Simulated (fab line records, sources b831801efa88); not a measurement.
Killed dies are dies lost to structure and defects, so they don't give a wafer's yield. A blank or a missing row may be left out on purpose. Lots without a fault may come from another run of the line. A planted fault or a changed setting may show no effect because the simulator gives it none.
Which tool did it? | flow sky130 | 14 lots, 41 wafers sampled, at 3 steps of a route of 708

WHAT THE GAUGES READ, wafer by wafer
SKY_VT_ADJUST_PCH_TW_MEAS_10.
lot  | measured     | on            | VT_ADJUST_PCH_TW
L843 | day 10 04:50 | film_metro-02 | 141.5 141.7 141.1
L844 | day 10 17:14 | film_metro-02 | 141.1 140.8 140.8
L845 | day 11 03:45 | film_metro-02 | 141.3 140.1 140.7
L846 | day 11 05:14 | film_metro-02 | 141.7 141.8 141.1
L852 | day 13 03:01 | film_metro-03 | 139.6 139.5
L854 | day 14 04:50 | film_metro-03 | 140.5 139.7 139.2
L856 | day 14 13:16 | film_metro-02 | 141.1 141.2 140.6
L857 | day 14 19:34 | film_metro-02 | 140.2 140.4 141.0
L858 | day 15 06:17 | film_metro-04 | 141.7 141.1 141.9
L861 | day 16 17:52 | film_metro-02 | 140.8 140.7 140.8
L862 | day 16 20:05 | film_metro-03 | 139.3 138.7 139.9
L864 | day 17 05:18 | film_metro-03 | 139.6 139.8 139.7
L865 | day 17 13:23 | film_metro-03 | 139.2 139.5 139.9
L866 | day 17 17:17 | film_metro-03 | 138.8 139.5 139.3

SKY_POLY_GATE_CD_MEAS_13: target cd 150 nm.
lot  | measured     | on        | cd_nm (nm)
L843 | day 16 00:17 | cd_sem-02 | 151.2 150.0 150.5
L844 | day 16 16:25 | cd_sem-01 | 151.7 151.5 151.4
L845 | day 17 06:14 | cd_sem-02 | 151.2 150.7 152.2
L846 | day 17 06:29 | cd_sem-01 | 151.8 151.9 150.7
L852 | day 19 14:44 | cd_sem-02 | 148.9 148.8
L854 | day 20 17:29 | cd_sem-01 | 150.8 150.5 150.5
L856 | day 21 15:05 | cd_sem-01 | 150.1 149.4 149.3
L857 | day 21 15:29 | cd_sem-02 | 151.4 151.9 151.5
L858 | day 21 21:31 | cd_sem-01 | 152.7 151.4 150.2
L861 | day 23 13:05 | cd_sem-01 | 151.4 150.4 150.6
L862 | day 23 15:06 | cd_sem-02 | 148.6 148.7 147.3
L864 | day 23 23:30 | cd_sem-01 | 151.1 148.7 150.2
L865 | day 24 11:41 | cd_sem-01 | 148.4 149.3 148.1
L866 | day 24 14:34 | cd_sem-02 | 148.6 149.0 148.6

SKY_LDD_N_OVL_MEAS_07.
lot  | measured     | on         | LDD_N_OVL (nm)
L843 | day 17 09:40 | overlay-02 | -0.4 1.2 2.2
L844 | day 18 00:31 | overlay-02 | 0.9 0.4 2.2
L845 | day 18 16:25 | overlay-01 | 0.5 -1.3 0.8
L846 | day 18 16:10 | overlay-02 | -0.5 1.1 -0.6
L852 | day 20 23:29 | overlay-02 | 1.7 2.1
L854 | day 22 02:34 | overlay-02 | -1.3 -0.5 0.4
L856 | day 22 23:13 | overlay-02 | -2.4 -0.5 -0.8
L857 | day 22 23:53 | overlay-02 | 2.2 2.0 1.7
L858 | day 23 06:05 | overlay-01 | 0.9 0.2 -0.7
L861 | day 24 19:23 | overlay-01 | -1.3 -1.8 -1.3
L862 | day 24 22:30 | overlay-01 | 0.5 -1.6 -0.4
L864 | day 25 05:08 | overlay-01 | 0.2 0.0 0.0
L865 | day 25 18:19 | overlay-01 | 0.1 -0.2 -0.2
L866 | day 25 23:14 | overlay-02 | -0.1 0.2 1.7

WHICH TOOL RAN EACH LOT (tool, then ch and the chambers of the sampled wafers, then the start)
The record holds no process step before these readings.

WHAT THE TOOLS THEMSELVES READ (means of the sampled wafers that have a number; where no wafer has one, the mark that the record gives instead)
The record holds no such reading with a usual standard deviation.

THE ANSWER, worked out from the rows above alone
Rule: what is usual is taken from the lots themselves. Put in order of their means at a reading, lots are off if they are a third of the lots or fewer, leave a main group of 4 or more, and stand apart from it by a gap of 3 or more times the standard deviation of the main group's means; of several such gaps the widest counts. A main group whose means are all the same, to the digits that the tables above print for the reading, isn't used. A lot without any number at a reading at which 4 lots or more have one is off too. The other lots that the step has rows for count as sound. The gauges are gone through in route order, then the tools' own readings, and for those a lot's mean is taken as printed above. The first step at which some lot is off is used, and at that step the reading that is off furthest; a lot without a number counts as furthest.
No lot is off at any reading shown: from this, nothing can be told.

WHAT THE SIMULATOR HAD PUT IN
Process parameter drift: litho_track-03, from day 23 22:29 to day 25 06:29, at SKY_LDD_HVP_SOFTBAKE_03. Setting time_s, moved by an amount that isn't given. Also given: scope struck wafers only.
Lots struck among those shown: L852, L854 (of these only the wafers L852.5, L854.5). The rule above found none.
